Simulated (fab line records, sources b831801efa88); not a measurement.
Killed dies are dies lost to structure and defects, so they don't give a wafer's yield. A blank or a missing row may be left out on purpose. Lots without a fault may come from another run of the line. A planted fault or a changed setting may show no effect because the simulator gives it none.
fab line records | flow sky130
record lots=6 wafers=18 last_day=49
route steps=708 shown SONOS_ONO@176 GATE_OXIDE@187 POLY_GATE@204 PAD_OPEN@708
lots that met no fault: from a run of the same line without faults
start_h: hours from the record's first day to the start of the lot's first wafer shown | wait_h: hours since the lot's step before | " the same as in the row above | L1.1+2: a row that stands for several wafers | - no value, or no start given | * or withheld: withheld | < > ~ a bound
route shown NAME@n: a module of which the file shows steps, and the number in the route of the first | usual: mean/standard deviation of fault-free wafers | same: alike in all rows | chamber/n: place in a boat | sites: the reading at each site | _std_site: their standard deviation | _edge_site: outer sites' mean less inner sites' | radius_mm: how far each site lies from the wafer's centre | mask NAME#n: copy n | behind: the tool/chamber that last shaped the wafer | hold: why the lot was held/for how many hours/how that ended | device: the transistor (n, p or np) that didn't switch | end of line: the same wafers' tests at the end of the route | a step without rows: its recipe alone | killed: dies lost to structure and defects at the first sort, not the wafer's yield | map: a wafer's dies, x killed, . not, _ none there
set.NAME: the setting as run; set.NAME@STEP: as run at that earlier step | model.NAME: the simulator's own value behind a step, which no gauge read
lots at some steps of the route; a table a step, a row a wafer
services: from which hour (start_h, from the record's first day; less than 0 if before it) a tool's chamber was out of use, for how many hours, and why
## steps
# step SKY_SONOS_ONO_COAT_08
# recipe resist=NOVOLAK spin_rpm=3000 resist_thk_nm=1140
# step SKY_SONOS_ONO_SOFTBAKE_09
# recipe temp_c=90 time_s=60 resist=NOVOLAK
# step SKY_SONOS_ONO_EXPOSE_10
# recipe mask_id=ONOM target_cd_nm=410 na=0.6 source_shape=conventional sigma_outer=0.6 dose_mj=150
# step SKY_SONOS_ONO_PEB_11
# recipe temp_c=withheld time_s=* resist=NOVOLAK
# step SKY_SONOS_ONO_DEVELOP_12
# recipe develop_time_s=60 dev_temp_c=23
# step SKY_SONOS_ONO_CD_MEAS_13
# recipe target_cd_nm=410
# usual cd_nm=409.1/2.6
# columns lot.wafer tool chamber start_h wait_h cd_nm
L611.3 cd_sem-01 - 305.44 0.2 404.0
L611.5 " - " " 405.7
L611.6 " - " " 408.8
L617.1 cd_sem-01 - 345.42 0.1 406.5
L617.2 " - " " 406.8
L617.3 " - " " 407.7
L621.3 cd_sem-01 - 376.82 0.1 405.4
L621.4 " - " " 403.2
L621.6 " - " " 404.7
L622.1 cd_sem-02 - 381.97 0.1 408.7
L622.2 " - " " 409.8
L622.5 " - " " 407.5
L624.1 cd_sem-01 - 405.33 0.1 405.9
L624.2 " - " " 404.8
L624.3 " - " " 405.7
L625.2 cd_sem-01 - 422.49 0.1 410.9
L625.3 " - " " 410.9
L625.4 " - " " 411.8
# step SKY_SONOS_ONO_OVL_MEAS_14
# usual SONOS_ONO_OVL=1.3/1.3
# columns lot.wafer tool chamber start_h wait_h SONOS_ONO_OVL[nm]
L611.3 overlay-02 - 305.54 0.1 1.7
L611.5 " - " " 0.5
L611.6 " - " " 2.2
L617.1 overlay-01 - 345.54 0.1 -1.0
L617.2 " - " " 3.1
L617.3 " - " " 2.5
L621.3 overlay-01 - 376.92 0.1 1.1
L621.4 " - " " 1.7
L621.6 " - " " 0.8
L622.1 overlay-02 - 382.09 0.1 3.4
L622.2 " - " " 2.0
L622.5 " - " " 1.7
L624.1 overlay-01 - 405.45 0.1 1.6
L624.2 " - " " 1.6
L624.3 " - " " 1.9
L625.2 overlay-01 - 422.60 0.1 2.3
L625.3 " - " " 2.6
L625.4 " - " " 1.1
# step SKY_SONOS_ONO_ETCH_15
# recipe target_depth_nm=19.52 chemistry=CHF3/O2 source_w=600 bias_w=200 pressure_mtorr=40 chf3_flow_sccm=50 O2_flow_sccm=5 time_s=7.8
# usual drypump_motor_current_A=5.8/0.53 oes_product_au=1.000/0.0076 throttle_valve_pct=8.824/0.0079
# columns lot.wafer tool chamber start_h wait_h drypump_motor_current_A oes_product_au rf_hours_counter_h throttle_valve_pct
L611.3 rie_diel-02 1 305.56 0.0 6.6 0.999 94 8.819
L611.5 " 2 " " 5.9 0.991 - 8.806
L611.6 " 1 " " 6.6 0.997 - 8.828
L617.1 rie_diel-02 3 345.58 0.0 6.2 1.008 1 8.809
L617.2 " 2 " " 5.9 1.009 48 8.827
L617.3 " 1 " " 6.6 1.005 94 8.824
L621.3 rie_diel-03 0 376.94 0.0 5.8 1.001 9 8.827
L621.4 " 1 " " 5.0 0.998 10 8.813
L621.6 " 3 " " 6.5 1.000 - 8.828
L622.1 rie_diel-03 1 382.13 0.0 5.0 0.994 10 8.830
L622.2 " 0 " " 5.8 1.000 9 8.808
L622.5 " 3 " " 6.5 0.998 - 8.826
L624.1 rie_diel-02 3 405.49 0.0 6.2 1.007 3 8.830
L624.2 " 2 " " 5.9 0.996 49 8.826
L624.3 " 0 " " 6.2 1.007 12 8.829
L625.2 rie_diel-03 0 422.63 0.0 5.7 1.002 9 8.830
L625.3 " 3 " " 6.5 1.014 1 8.816
L625.4 " 1 " " 5.0 1.007 11 8.834
# step SKY_SONOS_ONO_WET_ETCH_16
# recipe chemistry=dHF target_depth_nm=14 dry=n2_spin target=SiO2 dilution=100:1 temp_c=25 time_s=280
# step SKY_SONOS_ONO_STRIP_17
# recipe chemistry=O2/N2 power_w=1400 pressure_mtorr=1500 platen_temp_c=withheld o2_flow_sccm=3000 n2_flow_sccm=300 overash_fraction=0.5
# usual drypump_motor_current_A=5.72/0.13 oes_product_au=0.710/0.0047 strip_time_to_endpoint_s=14.10/0.035
# columns lot.wafer tool chamber start_h wait_h drypump_motor_current_A oes_product_au rf_hours_counter_h strip_time_to_endpoint_s
L611.3 plasma_asher-02 1 305.70 0.0 5.88 0.712 - 14.09
L611.5 " 0 " " 5.62 0.710 - 14.11
L611.6 " 1 " " 5.88 0.710 - 14.12
L617.1 plasma_asher-04 1 345.69 0.0 5.87 0.715 50 14.11
L617.2 " 0 " " 5.74 0.708 50 14.17
L617.3 " 1 " " 5.87 0.715 - 14.13
L621.3 plasma_asher-04 1 377.09 0.0 5.85 0.705 - 14.08
L621.4 " 0 " " 5.77 0.708 - 14.07
L621.6 " 0 " " 5.78 0.711 - 14.06
L622.1 plasma_asher-01 1 382.24 0.0 5.71 0.708 62 14.05
L622.2 " 0 " " 5.49 0.705 62 14.11
L622.5 " 1 " " 5.73 0.711 - 14.13
L624.1 plasma_asher-04 1 405.60 0.0 5.86 0.711 56 14.12
L624.2 " 0 " " 5.74 0.714 56 14.09
L624.3 " 0 " " 5.74 0.720 - 14.11
L625.2 plasma_asher-04 1 422.74 0.0 5.88 0.708 57 14.13
L625.3 " 1 " " 5.89 0.705 - 14.13
L625.4 " 0 " " 5.74 0.715 - 14.13
# step SKY_SONOS_ONO_WET_ETCH_18
# recipe chemistry=H3PO4 target_depth_nm=15 target=Si3N4 temp_c=160 time_s=172
# step SKY_GATE_OXIDE_CLEAN_00
# recipe chemistry=SC1/SC2 mix=1:4:20 temp_c=70 time_s=150 dry=n2_spin
# step SKY_GATE_OXIDE_OXIDATION_01
# recipe temp_c=900 ambient=O2 stabilise_s=600 purge_s=300 target_thk_a=102.68 ox_time_s=1473
# usual ox_time_s=1473/0 spike_tc_upper_C=899.5/1.2
# columns lot.wafer tool chamber start_h wait_h ox_time_s spike_tc_upper_C model.SiO2_of_GATE_OXIDE_OXIDATION_01.thk_nm
L611.3 furnace-01 0 309.20 3.3 1473 901.7 10.57
L611.5 " 0 " " 1473 900.4 10.71
L611.6 " 0 " " 1473 900.7 10.65
L617.1 furnace-02 0 346.63 0.7 1473 899.1 10.3
L617.2 " 0 " " 1473 898.5 10.26
L617.3 " 0 " " 1473 899.3 10.11
L621.3 furnace-02 0 379.40 2.1 1473 897.8 9.892
L621.4 " 0 " " 1473 898.8 9.901
L621.6 " 0 " " 1473 899.5 10.13
L622.1 furnace-01 0 383.66 1.2 662.85 901.6 6
L622.2 " 0 " " 662.85 900.8 5.77
L622.5 " 0 " " 662.85 900.5 5.875
L624.1 furnace-02 0 405.81 0.0 1473 899.8 10.22
L624.2 " 0 " " 1473 898.6 10.17
L624.3 " 0 " " 1473 898.7 10.21
L625.2 furnace-01 0 423.31 0.4 662.85 901.4 6.289
L625.3 " 0 " " 662.85 899.3 6.096
L625.4 " 0 " " 662.85 899.3 6.16
# step SKY_GATE_OXIDE_THK_MEAS_02
# recipe reads=SiO2_of_GATE_OXIDE_OXIDATION_01
# usual GATE_OXIDE_OXIDATION_00_THK=10.18/0.26
# columns lot.wafer tool chamber start_h wait_h GATE_OXIDE_OXIDATION_00_THK[nm]
L611.3 film_metro-02 - 310.63 0.0 10.59
L611.5 " - " " 10.71
L611.6 " - " " 10.65
L617.1 film_metro-03 - 348.04 0.0 10.31
L617.2 " - " " 10.20
L617.3 " - " " 10.08
L621.3 film_metro-04 - 380.83 0.0 9.86
L621.4 " - " " 9.90
L621.6 " - " " 10.11
L622.1 film_metro-04 - 385.07 0.0 6.04
L622.2 " - " " 5.78
L622.5 " - " " 5.82
L624.1 film_metro-03 - 407.22 0.0 10.16
L624.2 " - " " 10.19
L624.3 " - " " 10.22
L625.2 film_metro-03 - 424.73 0.0 6.29
L625.3 " - " " 6.09
L625.4 " - " " 6.12
# step SKY_GATE_OXIDE_DEHYDRATE_03
# recipe temp_c=200 time_s=60
# step SKY_GATE_OXIDE_HMDS_04
# recipe prime_time_s=60 prime_temp_c=120
# step SKY_GATE_OXIDE_COAT_05
# recipe resist=NOVOLAK spin_rpm=3000 resist_thk_nm=1140
# step SKY_GATE_OXIDE_SOFTBAKE_06
# recipe temp_c=90 time_s=60 resist=NOVOLAK
# step SKY_GATE_OXIDE_EXPOSE_07
# recipe mask_id=LVOM na=0.6 source_shape=conventional sigma_outer=0.6 polarization=unpolarized target_cd_nm=600 dose_mj=170
# step SKY_GATE_OXIDE_PEB_08
# recipe temp_c=withheld time_s=* resist=NOVOLAK
# step SKY_GATE_OXIDE_DEVELOP_09
# recipe resist=NOVOLAK developer=TMAH develop_time_s=60 dev_temp_c=23
# step SKY_GATE_OXIDE_OVL_MEAS_10
# usual GATE_OXIDE_OVL=1.3/1.2
# columns lot.wafer tool chamber start_h wait_h GATE_OXIDE_OVL[nm]
L611.3 overlay-02 - 336.83 0.1 -0.7
L611.5 " - " " 1.9
L611.6 " - " " -0.7
L617.1 overlay-02 - 375.92 0.1 0.8
L617.2 " - " " 0.8
L617.3 " - " " 1.6
L621.3 overlay-02 - 410.24 0.1 0.5
L621.4 " - " " 0.6
L621.6 " - " " 1.5
L622.1 overlay-01 - 414.67 0.1 2.8
L622.2 " - " " 2.8
L622.5 " - " " 2.2
L624.1 overlay-02 - 437.82 0.1 3.1
L624.2 " - " " 2.6
L624.3 " - " " 4.3
L625.2 overlay-02 - 455.48 0.1 2.6
L625.3 " - " " 1.5
L625.4 " - " " 2.1
# step SKY_GATE_OXIDE_IMPLANT_11
# recipe species=B energy_kev=10 dose_cm2=2.6e+12 tilt_deg=withheld
# step SKY_GATE_OXIDE_WET_ETCH_12
# recipe chemistry=dHF target_depth_nm=16.8 dry=n2_spin target=SiO2 dilution=100:1 temp_c=25 time_s=336
# step SKY_GATE_OXIDE_STRIP_13
# recipe chemistry=O2/N2 power_w=1400 pressure_mtorr=1500 platen_temp_c=withheld o2_flow_sccm=3000 n2_flow_sccm=300 overash_fraction=0.5
# usual drypump_motor_current_A=5.65/0.19 oes_product_au=0.715/0.0046 strip_time_to_endpoint_s=14.18/0.037
# columns lot.wafer tool chamber start_h wait_h drypump_motor_current_A oes_product_au rf_hours_counter_h strip_time_to_endpoint_s
L611.3 plasma_asher-03 0 337.15 0.0 5.84 0.712 - 14.16
L611.5 " 0 " " 5.81 0.714 - 14.14
L611.6 " 1 " " 5.41 0.709 - 14.11
L617.1 plasma_asher-01 1 376.23 0.0 5.71 0.717 61 14.13
L617.2 " 0 " " 5.48 0.714 61 14.07
L617.3 " 1 " " 5.73 0.712 - 14.12
L621.3 plasma_asher-01 0 410.55 0.0 5.51 0.713 - 14.25
L621.4 " 1 " " 5.74 0.717 - 14.25
L621.6 " 0 " " 5.50 0.720 - 14.24
L622.1 plasma_asher-03 0 414.97 0.0 5.91 0.714 74 14.16
L622.2 " 1 " " 5.39 0.714 74 14.13
L622.5 " 0 " " 5.88 0.712 - 14.15
L624.1 plasma_asher-03 1 438.11 0.0 5.37 0.720 77 14.16
L624.2 " 0 " " 5.84 0.709 77 14.17
L624.3 " 1 " " 5.38 0.722 - 14.19
L625.2 plasma_asher-03 0 455.77 0.0 5.81 0.717 79 14.19
L625.3 " 1 " " 5.44 0.715 - 14.22
L625.4 " 0 " " 5.85 0.711 - 14.19
# step SKY_GATE_OXIDE_TW_MEAS_14
# usual GATE_OXIDE_TW=226.2/1.8
# columns lot.wafer tool chamber start_h wait_h GATE_OXIDE_TW
L611.3 film_metro-03 - 337.24 0.1 226.8
L611.5 " - " " 225.0
L611.6 " - " " 225.6
L617.1 film_metro-02 - 376.33 0.1 228.1
L617.2 " - " " 228.3
L617.3 " - " " 227.3
L621.3 film_metro-03 - 410.64 0.1 224.2
L621.4 " - " " 223.7
L621.6 " - " " 224.4
L622.1 film_metro-03 - 415.07 0.1 224.6
L622.2 " - " " 223.6
L622.5 " - " " 224.2
L624.1 film_metro-02 - 438.21 0.1 229.1
L624.2 " - " " 228.4
L624.3 " - " " 228.3
L625.2 film_metro-02 - 455.88 0.1 228.6
L625.3 " - " " 228.2
L625.4 " - " " 227.8
# step SKY_GATE_OXIDE_CLEAN_15
# recipe chemistry=SC1/SC2 mix=1:4:20 temp_c=70 time_s=150 dry=n2_spin
# step SKY_GATE_OXIDE_OXIDATION_16
# recipe temp_c=800 ambient=O2 idle_temp_c=700 ramp_up_c_per_min=10 ramp_down_c_per_min=3 stabilise_s=600 purge_s=300 target_thk_a=35.7 ox_time_s=1915
# usual ox_time_s=1915/0 spike_tc_upper_C=799.5/1.2
# columns lot.wafer tool chamber start_h wait_h ox_time_s spike_tc_upper_C model.SiO2_of_GATE_OXIDE_OXIDATION_01.thk_nm
L611.3 furnace-02 0 337.93 0.6 1915 797.0 11.85
L611.5 " 0 " " 1915 797.4 11.98
L611.6 " 0 " " 1915 799.7 11.94
L617.1 furnace-01 0 377.73 1.3 1915 802.0 11.65
L617.2 " 0 " " 1915 801.0 11.64
L617.3 " 0 " " 1915 799.4 11.52
L621.3 furnace-01 0 411.63 0.9 1915 802.0 11.31
L621.4 " 0 " " 1915 800.3 11.29
L621.6 " 0 " " 1915 799.3 11.49
L622.1 furnace-01 0 416.45 1.3 1915 799.7 7.712
L622.2 " 0 " " 1915 800.0 7.477
L622.5 " 0 " " 1915 799.2 7.582
L624.1 furnace-01 0 438.60 0.3 1915 800.7 11.58
L624.2 " 0 " " 1915 801.0 11.52
L624.3 " 0 " " 1915 801.1 11.57
L625.2 furnace-02 0 456.43 0.4 1915 799.4 7.932
L625.3 " 0 " " 1915 799.5 7.765
L625.4 " 0 " " 1915 798.8 7.803
# step SKY_POLY_GATE_CVD_00
# recipe material=poly-Si target_thk_nm=180 temp_c=620 time_s=720 pressure_mtorr=200
# step SKY_PAD_OPEN_PROBE_99
# usual killed_at_M0_to_M3=44/7 killed_at_M4_up=3.4/1.7 killed_at_contacts=24/4.9 killed_at_front_end=15/4.5 killed_at_other=0.4/0.61 killed_dies=86/9.7 killed_open=47/7.1 killed_short=39/6.1
# same gross_dies=492 killed_at_back_side=0
# columns lot.wafer tool chamber start_h wait_h killed_at_M0_to_M3 killed_at_M4_up killed_at_contacts killed_at_front_end killed_at_other killed_dies killed_open killed_short model.etest.nfet_16v.r_on_ohm_um model.etest.pfet_16v.r_on_ohm_um model.etest.pfet_g5v0d10v5.r_on_ohm_um model.etest.tip_sonos.rs_ohm_sq model.etest.nfet_g5v0d10v5.r_on_ohm_um model.etest.nfet_g5v0d10v5.drive_ua_um model.etest.nfet_05v0_nvt.drive_ua_um model.etest.tip_p.rs_ohm_sq
L611.3 prober-01 - 1096.38 0.2 42 4 28 11 0 85 49 36 1.417e+04 1.504e+04 4868 2751 1923 587.5 557 6774
L611.5 prober-01 - 1096.48 0.2 54 9 31 17 0 111 55 56 1.433e+04 1.516e+04 4853 2781 1929 581.6 555.8 6726
L611.6 prober-01 - 1096.53 0.2 43 4 22 15 0 84 44 40 1.407e+04 1.512e+04 4813 2777 1914 587.5 557.9 6712
L617.1 prober-02 - 1126.99 0.1 49 2 24 12 0 87 53 33 1.396e+04 1.479e+04 4778 2630 1892 599.2 571.3 6810
L617.2 prober-02 - 1127.04 0.1 49 3 23 10 0 85 46 38 1.396e+04 1.492e+04 4809 2652 1917 600.7 574 6825
L617.3 prober-02 - 1127.09 0.2 48 4 23 15 2 92 48 44 1.383e+04 1.499e+04 4751 2625 1890 614.8 574 6841
L621.3 prober-02 - 1147.31 0.2 51 4 30 13 2 100 61 39 1.422e+04 1.466e+04 4686 2630 1867 621 587 6777
L621.4 prober-02 - 1147.36 0.2 51 1 27 19 0 98 56 42 1.424e+04 1.46e+04 4705 2617 1833 622.6 591.7 6815
L621.6 prober-02 - 1147.46 0.2 45 2 19 16 0 82 48 34 1.435e+04 1.486e+04 4755 2652 1874 611.1 577.8 6794
L622.1 prober-01 - 1153.43 0.1 39 7 23 11 0 80 35 45 1.226e+04 1.418e+04 3943 2041 1552 870.4 793.8 6787
L622.2 prober-01 - 1153.48 0.1 51 2 30 15 0 98 55 43 1.215e+04 1.402e+04 3863 2000 1508 896.8 812.2 6794
L622.5 prober-01 - 1153.63 0.2 36 4 33 15 1 89 56 33 1.227e+04 1.422e+04 3885 2024 1520 881.6 803.9 6840
L624.1 prober-01 - 1169.29 0.1 55 3 17 11 0 86 40 45 1.417e+04 1.512e+04 4712 2664 1859 608.7 577.6 6740
L624.2 prober-01 - 1169.34 0.1 36 4 27 11 0 78 47 31 1.417e+04 1.488e+04 4709 2622 1845 610.6 579 6712
L624.3 prober-01 - 1169.39 0.2 31 6 19 15 1 72 39 31 1.422e+04 1.487e+04 4673 2681 1872 605.3 577.9 6749
L625.2 prober-02 - 1174.90 0.1 40 5 15 17 0 77 42 34 1.246e+04 1.417e+04 3951 2024 1562 843.1 778.2 6769
L625.3 prober-02 - 1174.95 0.2 36 4 30 12 2 84 48 36 1.222e+04 1.403e+04 3894 2007 1547 863.6 788.4 6681
L625.4 prober-02 - 1175.00 0.2 39 3 27 7 1 77 50 26 1.227e+04 1.398e+04 3930 2017 1540 863.6 784.1 6678
# killed by level:class
L611.3 CONTACT:geometric_particle:open=11 VIA2:geometric_particle:open=8 VIA1:geometric_particle:open=8 CONTACT:geometric_particle:short=7 VIA3:geometric_particle:open=6 LI_CONTACT:geometric_particle:short=5 LI_CONTACT:geometric_particle:open=4 VIA1:geometric_particle:short=4
L611.5 CONTACT:geometric_particle:open=11 METAL2:geometric_particle:short=11 VIA2:geometric_particle:open=8 VIA1:geometric_particle:short=7 LI_CONTACT:geometric_particle:open=7 VIA1:geometric_particle:open=7 FIELD_ISO:geometric_particle:open=6 VIA3:geometric_particle:open=6
L611.6 VIA1:geometric_particle:open=13 CONTACT:geometric_particle:open=10 CONTACT:geometric_particle:short=9 VIA1:geometric_particle:short=8 VIA2:geometric_particle:open=5 SPACER:geometric_particle:open=4 METAL4:geometric_particle:short=4 FIELD_ISO:geometric_particle:short=3
L617.1 VIA2:geometric_particle:open=13 VIA1:geometric_particle:open=10 CONTACT:geometric_particle:open=9 VIA1:geometric_particle:short=7 LI_CONTACT:geometric_particle:open=7 VIA3:geometric_particle:open=7 POLY_GATE:geometric_particle:short=5 LOCAL_INTERCONNECT:geometric_particle:short=3
L617.2 VIA1:geometric_particle:open=11 LI_CONTACT:geometric_particle:open=8 CONTACT:geometric_particle:open=8 METAL1:geometric_particle:short=7 VIA1:geometric_particle:short=7 VIA3:geometric_particle:open=5 VIA3:geometric_particle:short=5 VIA2:geometric_particle:open=4
L617.3 VIA1:geometric_particle:open=16 CONTACT:geometric_particle:open=8 LOCAL_INTERCONNECT:geometric_particle:short=6 LI_CONTACT:geometric_particle:open=5 METAL1:geometric_particle:short=5 VIA2:geometric_particle:open=5 POLY_GATE:geometric_particle:short=4 VIA3:geometric_particle:open=4
L621.3 VIA1:geometric_particle:open=14 VIA3:geometric_particle:open=12 LI_CONTACT:geometric_particle:open=11 CONTACT:geometric_particle:open=7 VIA2:geometric_particle:open=7 LOCAL_INTERCONNECT:geometric_particle:short=6 FIELD_ISO:geometric_particle:short=5 METAL3:geometric_particle:short=5
L621.4 VIA1:geometric_particle:open=12 VIA3:geometric_particle:open=10 CONTACT:geometric_particle:open=8 FIELD_ISO:geometric_particle:open=7 LI_CONTACT:geometric_particle:open=7 METAL1:geometric_particle:short=7 LOCAL_INTERCONNECT:geometric_particle:short=6 METAL2:geometric_particle:short=5
L621.6 VIA1:geometric_particle:open=11 VIA3:geometric_particle:open=9 LI_CONTACT:geometric_particle:open=5 CONTACT:geometric_particle:short=5 CONTACT:geometric_particle:open=5 FIELD_ISO:geometric_particle:open=4 POLY_GATE:geometric_particle:short=4 VIA2:geometric_particle:open=4
L622.1 METAL1:geometric_particle:short=10 CONTACT:geometric_particle:open=8 CONTACT:geometric_particle:short=8 VIA2:geometric_particle:open=7 LI_CONTACT:geometric_particle:open=6 VIA3:geometric_particle:open=5 VIA1:geometric_particle:short=5 METAL4:geometric_particle:short=5
L622.2 CONTACT:geometric_particle:open=14 METAL1:geometric_particle:short=9 VIA1:geometric_particle:open=9 VIA2:geometric_particle:open=7 VIA3:geometric_particle:open=7 VIA1:geometric_particle:short=6 LI_CONTACT:geometric_particle:open=5 METAL2:geometric_particle:short=5
L622.5 LI_CONTACT:geometric_particle:open=18 CONTACT:geometric_particle:open=11 VIA2:geometric_particle:open=7 VIA1:geometric_particle:short=6 FIELD_ISO:geometric_particle:short=5 VIA2:geometric_particle:short=5 VIA1:geometric_particle:open=5 SPACER:geometric_particle:open=4
L624.1 METAL2:geometric_particle:short=10 VIA3:geometric_particle:open=9 VIA1:geometric_particle:open=8 CONTACT:geometric_particle:short=7 METAL1:geometric_particle:short=6 VIA2:geometric_particle:short=6 VIA2:geometric_particle:open=5 CONTACT:geometric_particle:open=4
L624.2 VIA2:geometric_particle:open=10 VIA1:geometric_particle:open=10 CONTACT:geometric_particle:open=9 LI_CONTACT:geometric_particle:open=6 CONTACT:geometric_particle:short=6 POLY_GATE:geometric_particle:open=3 LI_CONTACT:geometric_particle:short=3 LOCAL_INTERCONNECT:geometric_particle:short=3
L624.3 VIA1:geometric_particle:open=9 LI_CONTACT:geometric_particle:open=6 CONTACT:geometric_particle:open=6 METAL3:geometric_particle:short=6 POLY_GATE:geometric_particle:open=4 LOCAL_INTERCONNECT:geometric_particle:short=4 METAL4:geometric_particle:short=4 POLY_GATE:geometric_particle:short=3
L625.2 VIA1:geometric_particle:open=12 CONTACT:geometric_particle:open=6 LI_CONTACT:geometric_particle:open=5 METAL2:geometric_particle:short=5 VIA3:geometric_particle:open=5 FIELD_ISO:geometric_particle:open=4 METAL1:geometric_particle:short=4 VIA1:geometric_particle:short=4
L625.3 CONTACT:geometric_particle:open=13 LI_CONTACT:geometric_particle:open=6 LOCAL_INTERCONNECT:geometric_particle:short=6 METAL1:geometric_particle:short=6 VIA2:geometric_particle:open=6 VIA3:geometric_particle:open=6 VIA1:geometric_particle:short=5 POLY_GATE:geometric_particle:open=5
L625.4 VIA1:geometric_particle:open=12 CONTACT:geometric_particle:open=8 LI_CONTACT:geometric_particle:open=7 LOCAL_INTERCONNECT:geometric_particle:short=6 VIA2:geometric_particle:open=6 METAL2:geometric_particle:open=4 FIELD_ISO:geometric_particle:open=3 CONTACT:geometric_particle:short=3
## services
# columns tool chamber start_h hours kind
plasma_asher-04 - 284.23 1.8 repair
furnace-01 - 289.54 3.3 pm
furnace-01 - 292.81 5.1 pm
furnace-02 - 306.43 3.5 pm
plasma_asher-02 - 312.04 15.6 pm
rie_diel-03 3 316.41 - clean
rie_diel-03 3 316.41 17.1 scheduled_down
rie_diel-03 3 316.41 17.1 vent_cycle
furnace-01 - 317.87 3.6 pm
rie_diel-02 2 330.39 1.3 repair
rie_diel-03 2 349.64 6.6 repair
plasma_asher-02 - 359.09 2.8 pm
furnace-02 - 362.98 13.6 pm
furnace-02 - 376.55 2.8 pm
rie_diel-03 2 407.04 2.0 repair
plasma_asher-01 - 421.25 9.0 pm
plasma_asher-01 0 421.25 9.0 vent_cycle
rie_diel-03 2 430.26 1.5 repair
plasma_asher-02 - 442.21 5.1 repair
furnace-01 - 443.61 3.4 pm
rie_diel-02 3 446.20 7.8 repair
plasma_asher-01 - 446.57 1.9 repair
plasma_asher-01 - 450.67 1.9 repair
rie_diel-02 1 455.81 5.3 repair
## key
first_sign step=SKY_GATE_OXIDE_OXIDATION_01 reading=ox_time_s direction=down sigmas=99+ usual=* struck=*
effect step=SKY_GATE_OXIDE_THK_MEAS_02 reading=GATE_OXIDE_OXIDATION_00_THK direction=down sigmas=16 usual=10.18 struck=6.02
model_effect step=SKY_GATE_OXIDE_OXIDATION_01 value=SiO2_of_GATE_OXIDE_OXIDATION_01.thk_nm without=10.45 struck=6.032
model_effect step=SKY_GATE_OXIDE_OXIDATION_16 value=SiO2_of_GATE_OXIDE_OXIDATION_01.thk_nm without=11.76 struck=7.712
model_effect step=SKY_PAD_OPEN_PROBE_99 value=etest.nfet_16v.r_on_ohm_um without=1.437e+04 struck=1.227e+04
met_at SKY_GATE_OXIDE_OXIDATION_01
struck_wafers L622.1,L622.2,L622.5,L625.2,L625.3,L625.4
tester_left_out L622,L625
onset_between 309.20 383.66
fault kind=process_parameter_drift tool=furnace-01 chamber=- onset_h=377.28 steps=SKY_GATE_OXIDE_OXIDATION_01 channel=ox_time_s offset=* shape=step end_h=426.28 acts_in=* stated=*
# tester_left_out: of these lots the tester's yield and bins aren't shown, on N5 and GAA mostly nor the transistor test; their killed dies are dies lost to structure and defects alone, not to doping, threshold or leakage, so they don't give the yield
